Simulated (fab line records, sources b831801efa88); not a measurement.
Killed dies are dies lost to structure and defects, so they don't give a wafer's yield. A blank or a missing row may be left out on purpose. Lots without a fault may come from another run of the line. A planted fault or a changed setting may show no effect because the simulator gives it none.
Which tool did it? | flow sky130 | 12 lots, 36 wafers sampled, at 5 steps of a route of 708

WHAT THE GAUGES READ, wafer by wafer
SKY_LOCAL_INTERCONNECT_RS_MEAS_01: measures by four-point-probe.
lot  | measured     | on            | LOCAL_INTERCONNECT_TIN_RS (ohm/sq)
L347 | day 30 01:07 | film_metro-04 | 14.03 14.04 14.07
L346 | day 30 19:56 | film_metro-04 | 14.41 13.97 14.51
L349 | day 30 18:54 | film_metro-01 | 14.52 14.19 14.33
L348 | day 30 20:16 | film_metro-04 | 13.90 14.00 13.85
L351 | day 31 00:29 | film_metro-01 | 14.45 14.14 14.35
L354 | day 32 04:32 | film_metro-03 | 14.37 14.48 14.35
L355 | day 32 17:41 | film_metro-04 | 14.01 14.22 14.23
L357 | day 32 20:41 | film_metro-03 | 14.14 14.27 14.57
L358 | day 33 19:21 | film_metro-03 | 14.06 13.85 14.18
L360 | day 34 13:07 | film_metro-01 | 14.15 14.58 14.57
L365 | day 35 19:54 | film_metro-01 | 14.51 14.35 14.02
L369 | day 37 00:02 | film_metro-03 | 14.27 14.08 14.18

SKY_CONTACT_BOW_MEAS_05.
lot  | measured     | on            | CONTACT_BOW (um)
L347 | day 31 06:24 | film_metro-02 | 63 84 80
L346 | day 32 01:20 | film_metro-03 | 104 86 93
L349 | day 32 00:57 | film_metro-01 | 81 81 98
L348 | day 32 02:01 | film_metro-01 | 82 94 83
L351 | day 32 05:54 | film_metro-03 | 92 89 78
L354 | day 33 09:27 | film_metro-02 | 71 83 76
L355 | day 33 21:39 | film_metro-01 | 84 87 89
L357 | day 34 00:00 | film_metro-03 | 68 79 74
L358 | day 34 23:41 | film_metro-01 | 86 77 86
L360 | day 35 17:18 | film_metro-03 | 76 76 82
L365 | day 36 22:53 | film_metro-02 | 82 80 86
L369 | day 38 04:00 | film_metro-03 | 69 72 85

WHICH TOOL RAN EACH LOT (tool, then ch and the chambers of the sampled wafers, then the start)
lot  | SKY_VT_ADJUST_PCH_COAT_02         | SKY_VT_ADJUST_PCH_STRIP_09           | SKY_LI_CONTACT_CVD_21
L347 | litho_track-03 ch 0, day 10 16:29 | plasma_asher-02 ch 0,1, day 11 04:41 | cvd_w-01 ch 0,1, day 30 00:17
L346 | litho_track-03 ch 0, day 10 19:01 | plasma_asher-02 ch 0,1, day 11 07:02 | cvd_w-02 ch 0,1, day 30 19:16
L349 | litho_track-02 ch 0, day 10 19:52 | plasma_asher-02 ch 0,1, day 11 07:47 | cvd_w-02 ch 1, day 30 18:13
L348 | litho_track-01 ch 0, day 10 21:23 | plasma_asher-02 ch 0,1, day 11 09:15 | cvd_w-01 ch 0,1, day 30 19:35
L351 | litho_track-02 ch 0, day 11 11:10 | plasma_asher-03 ch 0,1, day 12 00:27 | cvd_w-02 ch 0,1, day 30 23:49
L354 | litho_track-02 ch 0, day 12 15:14 | plasma_asher-03 ch 0,1, day 13 04:41 | cvd_w-02 ch 0,1, day 32 03:52
L355 | litho_track-02 ch 0, day 13 05:44 | plasma_asher-04 ch 0,1, day 13 18:16 | cvd_w-02 ch 0,1, day 32 17:01
L357 | litho_track-02 ch 0, day 13 09:43 | plasma_asher-04 ch 0,1, day 13 22:09 | cvd_w-01 ch 1, day 32 19:59
L358 | litho_track-03 ch 0, day 13 17:26 | plasma_asher-03 ch 0,1, day 14 07:15 | cvd_w-01 ch 0,1, day 33 18:40
L360 | litho_track-03 ch 0, day 14 21:31 | plasma_asher-04 ch 0,1, day 15 11:14 | cvd_w-02 ch 0,1, day 34 12:26
L365 | litho_track-03 ch 0, day 16 06:10 | plasma_asher-03 ch 1, day 16 20:50   | cvd_w-01 ch 0, day 35 19:14
L369 | litho_track-03 ch 0, day 17 13:22 | plasma_asher-04 ch 0,1, day 18 04:59 | cvd_w-01 ch 0,1, day 36 23:22
- SKY_VT_ADJUST_PCH_COAT_02: resist thk 3000 nm.
- SKY_VT_ADJUST_PCH_STRIP_09: strips in O2/N2.
- SKY_LI_CONTACT_CVD_21: deposits W, target thk 400 nm, time 120.56 s.

WHAT THE TOOLS THEMSELVES READ (means of the sampled wafers that have a number; where no wafer has one, the mark that the record gives instead)
SKY_VT_ADJUST_PCH_COAT_02.
lot  | tool           | exhaust_pa (Pa) | spin_speed_rpm (rpm)
L347 | litho_track-03 | 44.9            | 1999.3
L346 | litho_track-03 | 45.5            | 1997.6
L349 | litho_track-02 | 44.3            | 2002.3
L348 | litho_track-01 | 44.6            | 2000.1
L351 | litho_track-02 | 45.0            | 1998.6
L354 | litho_track-02 | 45.0            | 1999.9
L355 | litho_track-02 | 45.1            | 2001.2
L357 | litho_track-02 | 44.9            | 2000.3
L358 | litho_track-03 | 45.4            | 1999.3
L360 | litho_track-03 | 45.2            | 2000.5
L365 | litho_track-03 | 45.9            | 1927.2
L369 | litho_track-03 | 45.4            | 1927.9

SKY_VT_ADJUST_PCH_STRIP_09.
lot  | tool            | drypump_motor_current_A (A) | oes_product_au (a.u.) | strip_time_to_endpoint_s (s)
L347 | plasma_asher-02 | 5.6                         | 0.723                 | 36.97
L346 | plasma_asher-02 | 5.8                         | 0.726                 | 36.89
L349 | plasma_asher-02 | 5.6                         | 0.721                 | 36.96
L348 | plasma_asher-02 | 5.8                         | 0.714                 | 37.06
L351 | plasma_asher-03 | 5.3                         | 0.730                 | 37.08
L354 | plasma_asher-03 | 5.7                         | 0.723                 | 37.05
L355 | plasma_asher-04 | 5.3                         | 0.721                 | 37.05
L357 | plasma_asher-04 | 5.5                         | 0.719                 | 37.06
L358 | plasma_asher-03 | 5.3                         | 0.729                 | 36.96
L360 | plasma_asher-04 | 5.3                         | 0.721                 | 37.20
L365 | plasma_asher-03 | 5.0                         | 0.719                 | 37.65
L369 | plasma_asher-04 | 5.3                         | 0.728                 | 37.57

SKY_LI_CONTACT_CVD_21.
lot  | tool     | heater_power_w (W)
L347 | cvd_w-01 | 873
L346 | cvd_w-02 | 782
L349 | cvd_w-02 | 791
L348 | cvd_w-01 | 859
L351 | cvd_w-02 | 795
L354 | cvd_w-02 | 800
L355 | cvd_w-02 | 798
L357 | cvd_w-01 | 904
L358 | cvd_w-01 | 878
L360 | cvd_w-02 | 783
L365 | cvd_w-01 | 857
L369 | cvd_w-01 | 897

THE ANSWER, worked out from the rows above alone
Rule: what is usual is taken from the lots themselves. Put in order of their means at a reading, lots are off if they are a third of the lots or fewer, leave a main group of 4 or more, and stand apart from it by a gap of 3 or more times the standard deviation of the main group's means; of several such gaps the widest counts. A main group whose means are all the same, to the digits that the tables above print for the reading, isn't used. A lot without any number at a reading at which 4 lots or more have one is off too. The other lots that the step has rows for count as sound. The gauges are gone through in route order, then the tools' own readings, and for those a lot's mean is taken as printed above. The first step at which some lot is off is used, and at that step the reading that is off furthest; a lot without a number counts as furthest.
Off: L365, L369, at SKY_VT_ADJUST_PCH_COAT_02 (spin_speed_rpm). The main group: mean 1999.9 rpm, standard deviation 1.3.
A tool fits if, at that step or a process step before it, it ran every lot that is off, and no sound lot after the first of them. One fits: litho_track-03 at SKY_VT_ADJUST_PCH_COAT_02. Its last sound lot is L360 (day 14 21:31), its first lot that is off L365 (day 16 06:10): a fault that began between those two fits.
The tool's own readings at SKY_VT_ADJUST_PCH_COAT_02 bear it out: on the lots that are off they differ by more than 5 times the standard deviation of the sound lots' means. spin_speed_rpm reads 1927.6 rpm there against 1999.9 rpm on the sound lots.

WHAT THE SIMULATOR HAD PUT IN
Process parameter drift: litho_track-03, from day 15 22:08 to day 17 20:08, at SKY_VT_ADJUST_PCH_COAT_02. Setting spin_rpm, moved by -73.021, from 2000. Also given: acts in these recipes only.
Lots struck among those shown: L365, L369. The rule above found the same.
